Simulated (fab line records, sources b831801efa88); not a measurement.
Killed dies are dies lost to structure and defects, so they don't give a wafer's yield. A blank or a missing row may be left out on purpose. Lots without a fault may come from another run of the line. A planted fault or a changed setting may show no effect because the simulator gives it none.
Which tool did it? | flow sky130 | 11 lots, 33 wafers sampled, at 3 steps of a route of 708

WHAT THE GAUGES READ, wafer by wafer
SKY_LI_CONTACT_OVL_MEAS_13. Usual: LI_CONTACT_OVL 2 nm, standard deviation 6.1.
lot  | measured     | on         | LI_CONTACT_OVL (nm) | flag
L445 | day 29 05:38 | overlay-02 | 14 1 15             |
L446 | day 29 14:42 | overlay-01 | -3 1 5              |
L448 | day 30 13:25 | overlay-02 | 17 -3 5             |
L450 | day 30 22:49 | overlay-01 | -5 -1 9             |
L451 | day 31 13:03 | overlay-01 | 4 10 6              |
L455 | day 35 00:01 | overlay-01 | -6 7 -1             |
L456 | day 35 05:25 | overlay-02 | 0 8 8               |
L461 | day 35 15:19 | overlay-01 | -14 -12 -13         |
L463 | day 35 23:05 | overlay-01 | 3 9 -3              |
L464 | day 35 23:49 | overlay-02 | 3 0 -1              |
L465 | day 36 10:18 | overlay-01 | -4 -2 0             |

SKY_VIA1_BOW_MEAS_03. Usual: VIA1_BOW 78 um, standard deviation 7.3.
lot  | measured     | on            | VIA1_BOW (um) | flag
L445 | day 32 22:46 | film_metro-03 | 57 82 81      |
L446 | day 33 06:08 | film_metro-04 | 90 80 81      |
L448 | day 34 06:32 | film_metro-03 | 75 74 74      |
L450 | day 34 14:04 | film_metro-04 | 81 73 79      |
L451 | day 35 05:07 | film_metro-03 | 70 90 72      |
L455 | day 38 11:41 | film_metro-01 | 67 63 66      |
L456 | day 38 16:31 | film_metro-01 | 77 81 73      |
L461 | day 39 03:39 | film_metro-04 | 84 81 75      |
L463 | day 39 10:06 | film_metro-01 | 75 76 81      |
L464 | day 39 12:19 | film_metro-04 | 80 81 85      |
L465 | day 39 21:58 | film_metro-01 | 84 86 68      |

WHICH TOOL RAN EACH LOT (tool, then ch and the chambers of the sampled wafers, then the start)
lot  | SKY_LOCAL_INTERCONNECT_METAL_ETCH_14
L445 | rie_metal-02 ch 0,1, day 30 11:01
L446 | rie_metal-04 ch 0,1, day 30 19:58
L448 | rie_metal-04 ch 0, day 31 19:15
L450 | rie_metal-04 ch 0, day 32 03:35
L451 | rie_metal-03 ch 0, day 32 18:11
L455 | rie_metal-02 ch 0,1, day 36 03:22
L456 | rie_metal-03 ch 0,1, day 36 08:40
L461 | rie_metal-02 ch 0,1, day 36 18:32
L463 | rie_metal-03 ch 0,1, day 37 02:28
L464 | rie_metal-04 ch 0,1, day 37 03:25
L465 | rie_metal-04 ch 0,1, day 37 13:31
- SKY_LOCAL_INTERCONNECT_METAL_ETCH_14: etches TiN in Cl2/BCl3, stops on PSG, target depth 110 nm, time 31.4 s.

WHAT THE TOOLS THEMSELVES READ (means of the sampled wafers that have a number; where no wafer has one, the mark that the record gives instead)
SKY_LOCAL_INTERCONNECT_METAL_ETCH_14. Usual: drypump_motor_current_A 5.97 A, standard deviation 0.25; oes_product_au 0.940 a.u., standard deviation 0.0087; throttle_valve_pct 21.901 %, standard deviation 0.0089.
lot  | tool         | drypump_motor_current_A (A) | oes_product_au (a.u.) | throttle_valve_pct (%) | flag
L445 | rie_metal-02 | 5.67                        | 0.938                 | 21.901                 |
L446 | rie_metal-04 | 6.17                        | 0.935                 | 21.902                 |
L448 | rie_metal-04 | 6.07                        | 0.934                 | 21.902                 |
L450 | rie_metal-04 | 6.08                        | 0.941                 | 21.895                 |
L451 | rie_metal-03 | 5.74                        | 0.943                 | 21.904                 |
L455 | rie_metal-02 | 5.67                        | 0.946                 | 21.889                 |
L456 | rie_metal-03 | 6.01                        | 0.932                 | 21.896                 |
L461 | rie_metal-02 | 5.80                        | 0.940                 | 21.909                 |
L463 | rie_metal-03 | 6.03                        | 0.937                 | 21.910                 |
L464 | rie_metal-04 | 6.15                        | 0.946                 | 21.912                 |
L465 | rie_metal-04 | 6.25                        | 0.941                 | 21.899                 |

THE ANSWER, worked out from the rows above alone
Rule: a lot is off if the mean of its wafers that have a number lies more than 3 standard deviations from the usual mean. A lot without any number at a reading at which 4 lots or more have one is off too. The other lots that the step has rows for count as sound. The gauges are gone through in route order, then the tools' own readings, and for those a lot's mean is taken as printed above. The first step at which some lot is off is used, and at that step the reading that is off furthest; a lot without a number counts as furthest.
No lot is off at any reading shown: from this, nothing can be told.

WHAT THE SIMULATOR HAD PUT IN
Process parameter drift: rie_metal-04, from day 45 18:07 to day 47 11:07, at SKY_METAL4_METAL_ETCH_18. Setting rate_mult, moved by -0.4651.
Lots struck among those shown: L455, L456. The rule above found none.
